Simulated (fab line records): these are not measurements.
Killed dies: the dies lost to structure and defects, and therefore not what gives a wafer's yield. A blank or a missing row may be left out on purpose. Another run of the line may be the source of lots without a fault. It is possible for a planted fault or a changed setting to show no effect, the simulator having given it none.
The tool behind it: which one?	flow gf180mcu	Sampling: 14 lots, 42 wafers, 5 of 602 route steps

WHAT THE GAUGES READ, wafer by wafer
GF_V4_BOW_MEAS_05.
lot	measured	on	V4_BOW (um)
L465	day 23 21:59	filmMetro-02	146 137 132
L467	day 24 10:37	filmMetro-02	131 123 129
L466	day 24 12:56	filmMetro-04	143 130 154
L468	day 24 19:02	filmMetro-02	124 122 124
L469	day 25 13:33	filmMetro-01	130 134 125
L470	day 25 13:54	filmMetro-02	142 144 141
L473	day 26 12:55	filmMetro-04	154 139 140
L475	day 27 03:52	filmMetro-04	145 142 143
L476	day 27 13:40	filmMetro-04	130 132 158
L478	day 28 05:27	filmMetro-01	131 137 122
L480	day 28 16:02	filmMetro-04	135 126 132
L481	day 28 23:33	filmMetro-02	147 154 150
L484	day 30 00:45	filmMetro-04	137 139 142
L485	day 30 10:20	filmMetro-01	156 142 156

GF_V5_THK_MEAS_25: measures by xrf.
lot	measured	on	V5_W_THK (nm)
L465	day 27 15:25	filmMetro-03	349 352 356
L467	day 28 02:22	filmMetro-04	345 345 351
L466	day 28 05:13	filmMetro-01	356 355 353
L468	day 28 10:10	filmMetro-01	346 351 345
L469	day 29 02:56	filmMetro-03	350 344 350
L470	day 29 05:00	filmMetro-01	352 352 349
L473	day 30 01:43	filmMetro-03	351 348
L475	day 30 12:59	filmMetro-03	347
L476	day 30 22:52	filmMetro-01	366 350 363
L478	day 31 12:43	filmMetro-03	347 350 347
L480	day 31 21:50	filmMetro-04	350 350 350
L481	day 32 05:10	filmMetro-04	344 344 342
L484	day 33 02:26	filmMetro-04	345 346 348
L485	day 33 11:22	filmMetro-01	345 347 354

WHICH TOOL RAN EACH LOT (tool, then ch and the chambers of the sampled wafers, then the start)
lot	GF_MIM_SPUTTER_04	GF_M5_METAL_ETCH_10	GF_M5_STRIP_11
L465	pvdSputter-03, day 24 20:58	rieMetal-02 ch 0,1, day 26 16:21	plasmaAsher-01 ch 0,1, day 26 16:28
L467	pvdSputter-04, day 25 10:19	rieMetal-01 ch 0,1, day 27 04:10	plasmaAsher-02 ch 0, day 27 04:17
L466	pvdSputter-04, day 25 12:14	rieMetal-04 ch 0, day 27 06:32	plasmaAsher-04 ch 0,1, day 27 06:40
L468	pvdSputter-04, day 25 17:50	rieMetal-04 ch 0,1, day 27 11:49	plasmaAsher-01 ch 0,1, day 27 11:56
L469	pvdSputter-04, day 26 12:10	rieMetal-04 ch 0,1, day 28 05:14	plasmaAsher-04 ch 0,1, day 28 05:22
L470	pvdSputter-01, day 26 13:20	rieMetal-01 ch 0,1, day 28 06:50	plasmaAsher-02 ch 0,1, day 28 06:58
L473	pvdSputter-03, day 27 11:40	rieMetal-01 ch 0,1, day 29 04:11	plasmaAsher-04 ch 0,1, day 29 04:19
L475	pvdSputter-04, day 28 01:20	rieMetal-01 ch 0,1, day 29 16:07	plasmaAsher-04 ch 0,1, day 29 16:14
L476	pvdSputter-04, day 28 11:10	rieMetal-02 ch 0,1, day 30 02:38	plasmaAsher-04 ch 0,1, day 30 02:45
L478	pvdSputter-03, day 29 02:46	rieMetal-02 ch 0,1, day 30 16:07	plasmaAsher-04 ch 0,1, day 30 16:14
L480	pvdSputter-01, day 29 12:41	rieMetal-02 ch 0,1, day 31 02:12	plasmaAsher-04 ch 0,1, day 31 02:20
L481	pvdSputter-01, day 29 20:22	rieMetal-04 ch 0,1, day 31 09:08	plasmaAsher-01 ch 0,1, day 31 09:16
L484	pvdSputter-01, day 30 20:34	rieMetal-02 ch 1, day 32 07:42	plasmaAsher-04 ch 0,1, day 32 07:55
L485	pvdSputter-04, day 31 05:58	rieMetal-02 ch 0,1, day 32 16:31	plasmaAsher-01 ch 0,1, day 32 16:39
- GF_MIM_SPUTTER_04: material TiN, target thk 50 nm, time 41.7 s.
- GF_M5_METAL_ETCH_10: etches the open film in Cl2/BCl3, stops on SiO2, target depth 750.8 nm, time 125.1 s.
- GF_M5_STRIP_11: strips in O2/N2.

AS READ BY THE TOOLS THEMSELVES (means over the sampled wafers that have a number; for cases with no such wafer, the mark the record gives instead)
GF_MIM_SPUTTER_04.
lot	tool	throttleValvePct (%)
L465	pvdSputter-03	30.5
L467	pvdSputter-04	31.0
L466	pvdSputter-04	31.3
L468	pvdSputter-04	30.9
L469	pvdSputter-04	30.8
L470	pvdSputter-01	30.8
L473	pvdSputter-03	30.7
L475	pvdSputter-04	30.7
L476	pvdSputter-04	31.1
L478	pvdSputter-03	30.8
L480	pvdSputter-01	30.2
L481	pvdSputter-01	30.8
L484	pvdSputter-01	30.3
L485	pvdSputter-04	30.9

GF_M5_METAL_ETCH_10.
lot	tool	drypumpMotorCurrentA (A)	oesProductAu (a.u.)	throttleValvePct (%)
L465	rieMetal-02	5.8	0.996	28.229
L467	rieMetal-01	5.4	0.991	28.222
L466	rieMetal-04	5.8	0.981	28.236
L468	rieMetal-04	5.9	0.984	28.222
L469	rieMetal-04	5.9	0.987	28.232
L470	rieMetal-01	5.4	0.991	28.221
L473	rieMetal-01	5.9	0.908	28.318
L475	rieMetal-01	5.9	0.822	28.412
L476	rieMetal-02	5.8	0.999	28.224
L478	rieMetal-02	5.8	0.997	28.230
L480	rieMetal-02	5.8	0.994	28.227
L481	rieMetal-04	5.9	0.983	28.239
L484	rieMetal-02	5.6	0.998	28.222
L485	rieMetal-02	5.8	1.000	28.234

GF_M5_STRIP_11.
lot	tool	drypumpMotorCurrentA (A)	heaterPowerW (W)	oesProductAu (a.u.)	platenTempC (C)	stripTimeToEndpointS (s)
L465	plasmaAsher-01	5.9	365	0.514	250.10	6.93
L467	plasmaAsher-02	5.1	311	0.527	250.16	6.97
L466	plasmaAsher-04	6.0	343	0.527	250.15	7.09
L468	plasmaAsher-01	5.9	365	0.527	249.96	7.06
L469	plasmaAsher-04	6.0	342	0.523	250.16	7.05
L470	plasmaAsher-02	5.2	379	0.521	249.93	7.02
L473	plasmaAsher-04	5.9	373	0.535	249.97	7.38
L475	plasmaAsher-04	6.0	371	0.549	250.00	7.84
L476	plasmaAsher-04	6.1	347	0.525	249.67	6.98
L478	plasmaAsher-04	6.0	338	0.517	250.02	6.99
L480	plasmaAsher-04	6.0	374	0.521	249.89	6.95
L481	plasmaAsher-01	5.9	365	0.525	249.96	7.04
L484	plasmaAsher-04	5.9	377	0.528	249.81	6.95
L485	plasmaAsher-01	5.9	364	0.519	249.88	6.91

THE ANSWER, worked out from the rows above alone
Rule: what is usual is taken from the lots themselves. The widest of any qualifying gaps counts: lots, ordered by their means at a reading, are off when they make up no more than a third of the lots, leave a main group of 4 or more, and stand apart from it by 3 or more times the standard deviation of that group's means. A main group is skipped when, at the precision printed for the reading in the tables above, its means are all equal. A lot without any number at a reading at which 4 lots or more have one is off too. Any other lot the step has rows for is counted as sound. Order of review: gauges by route order, followed by the tools' own readings, for which a lot's mean as printed above is used. The first step at which some lot is off is used, and at that step the reading that is off furthest; a lot without a number counts as furthest.
Off, at GF_M5_METAL_ETCH_10 on throttleValvePct: L473, L475. Main group: mean 28.228 %, sd 0.0059.
If a tool, at that step or one of the process steps before it, ran each lot that is off and ran no sound lot following the first of them, it fits. One fits: rieMetal-01 at GF_M5_METAL_ETCH_10. Its last sound lot is L470 (day 28 06:50), its first lot that is off L473 (day 29 04:11): a fault that began between those two fits.
The tool's own readings at GF_M5_METAL_ETCH_10 bear it out: on the lots that are off they differ by more than 5 times the standard deviation of the sound lots' means. oesProductAu reads 0.865 a.u. there against 0.992 a.u. on the sound lots; throttleValvePct reads 28.365 % there against 28.228 % on the sound lots.

WHAT HAD BEEN PUT IN BY THE SIMULATOR
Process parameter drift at GF_M5_METAL_ETCH_10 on rieMetal-01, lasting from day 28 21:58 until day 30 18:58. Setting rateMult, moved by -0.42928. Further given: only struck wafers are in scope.
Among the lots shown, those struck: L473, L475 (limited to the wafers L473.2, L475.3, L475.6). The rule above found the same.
